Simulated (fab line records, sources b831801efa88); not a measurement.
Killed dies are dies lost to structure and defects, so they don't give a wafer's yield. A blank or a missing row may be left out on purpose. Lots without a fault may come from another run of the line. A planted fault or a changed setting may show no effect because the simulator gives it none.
Which tool did it? | flow sky130 | 12 lots, 36 wafers sampled, at 2 steps of a route of 708

WHAT THE GAUGES READ, wafer by wafer
SKY_LDD_N_OVL_MEAS_07.
lot  | measured     | on         | LDD_N_OVL (nm)
L375 | day 19 03:07 | overlay-02 | -0.2 -0.2 -0.4
L376 | day 19 10:01 | overlay-02 | 1.1 0.6 1.0
L377 | day 19 15:43 | overlay-01 | -0.6 -2.3 -1.2
L381 | day 20 09:23 | overlay-01 | 2.5 1.2 1.4
L382 | day 20 11:50 | overlay-01 | -1.3 -1.6 -2.9
L385 | day 20 12:50 | overlay-01 | -1.0 -2.2 -3.3
L388 | day 20 15:17 | overlay-01 | -1.5 -2.4 -1.5
L389 | day 26 14:55 | overlay-01 | 1.3 2.4 3.1
L390 | day 27 04:13 | overlay-01 | -0.7 -0.9 0.3
L393 | day 27 09:47 | overlay-02 | -2.8 0.6 0.0
L396 | day 27 16:43 | overlay-01 | -1.5 -2.5 -2.1
L397 | day 27 18:47 | overlay-01 | -1.0 -0.3 -2.7

WHICH TOOL RAN EACH LOT (tool, then ch and the chambers of the sampled wafers, then the start)
lot  | SKY_POLY_GATE_ETCH_15
L375 | rie_diel-01 ch 0,1,2, day 17 17:11
L376 | rie_diel-04 ch 1,2, day 17 22:57
L377 | rie_diel-01 ch 0,3, day 18 05:17
L381 | rie_diel-01 ch 0,2, day 18 23:54
L382 | rie_diel-03 ch 1,2,3, day 19 00:11
L385 | rie_diel-03 ch 1,2, day 19 02:57
L388 | rie_diel-04 ch 0,3, day 19 06:18
L389 | rie_diel-03 ch 0,1,3, day 25 06:36
L390 | rie_diel-03 ch 0,3, day 25 20:21
L393 | rie_diel-04 ch 1,2,3, day 26 02:53
L396 | rie_diel-01 ch 1,2, day 26 09:20
L397 | rie_diel-03 ch 0,1,3, day 26 11:45
- SKY_POLY_GATE_ETCH_15: etches BARC in N2/H2, stops on SiO2, time 118.5 s, target depth 110 nm.

WHAT THE TOOLS THEMSELVES READ (means of the sampled wafers that have a number; where no wafer has one, the mark that the record gives instead)
SKY_POLY_GATE_ETCH_15.
lot  | tool        | drypump_motor_current_A (A) | h2_flow_sccm (sccm) | n2_flow_sccm (sccm) | oes_product_au (a.u.) | throttle_valve_pct (%)
L375 | rie_diel-01 | 5.5                         | 200.0               | 100.1               | 0.714                 | 13.208
L376 | rie_diel-04 | 6.7                         | 200.1               | 100.2               | 0.715                 | 13.221
L377 | rie_diel-01 | 5.1                         | 199.6               | 99.5                | 0.713                 | 13.216
L381 | rie_diel-01 | 5.4                         | 200.7               | 100.0               | 0.715                 | 13.204
L382 | rie_diel-03 | 5.9                         | 199.8               | 99.8                | 0.715                 | 13.227
L385 | rie_diel-03 | 5.4                         | 200.3               | 99.9                | 0.718                 | 13.213
L388 | rie_diel-04 | 5.8                         | 199.5               | 100.1               | 0.718                 | 13.217
L389 | rie_diel-03 | 6.0                         | 200.3               | 100.0               | 0.718                 | 13.207
L390 | rie_diel-03 | 6.0                         | 200.1               | 100.1               | 0.709                 | 13.200
L393 | rie_diel-04 | 6.4                         | 200.0               | 100.2               | 0.718                 | 13.208
L396 | rie_diel-01 | 5.6                         | 200.1               | 100.0               | 0.717                 | 13.213
L397 | rie_diel-03 | 6.0                         | 199.9               | 100.2               | 0.714                 | 13.216

THE ANSWER, worked out from the rows above alone
Rule: what is usual is taken from the lots themselves. Put in order of their means at a reading, lots are off if they are a third of the lots or fewer, leave a main group of 4 or more, and stand apart from it by a gap of 3 or more times the standard deviation of the main group's means; of several such gaps the widest counts. A main group whose means are all the same, to the digits that the tables above print for the reading, isn't used. A lot without any number at a reading at which 4 lots or more have one is off too. The other lots that the step has rows for count as sound. The gauges are gone through in route order, then the tools' own readings, and for those a lot's mean is taken as printed above. The first step at which some lot is off is used, and at that step the reading that is off furthest; a lot without a number counts as furthest.
No lot is off at any reading shown: from this, nothing can be told.

WHAT THE SIMULATOR HAD PUT IN
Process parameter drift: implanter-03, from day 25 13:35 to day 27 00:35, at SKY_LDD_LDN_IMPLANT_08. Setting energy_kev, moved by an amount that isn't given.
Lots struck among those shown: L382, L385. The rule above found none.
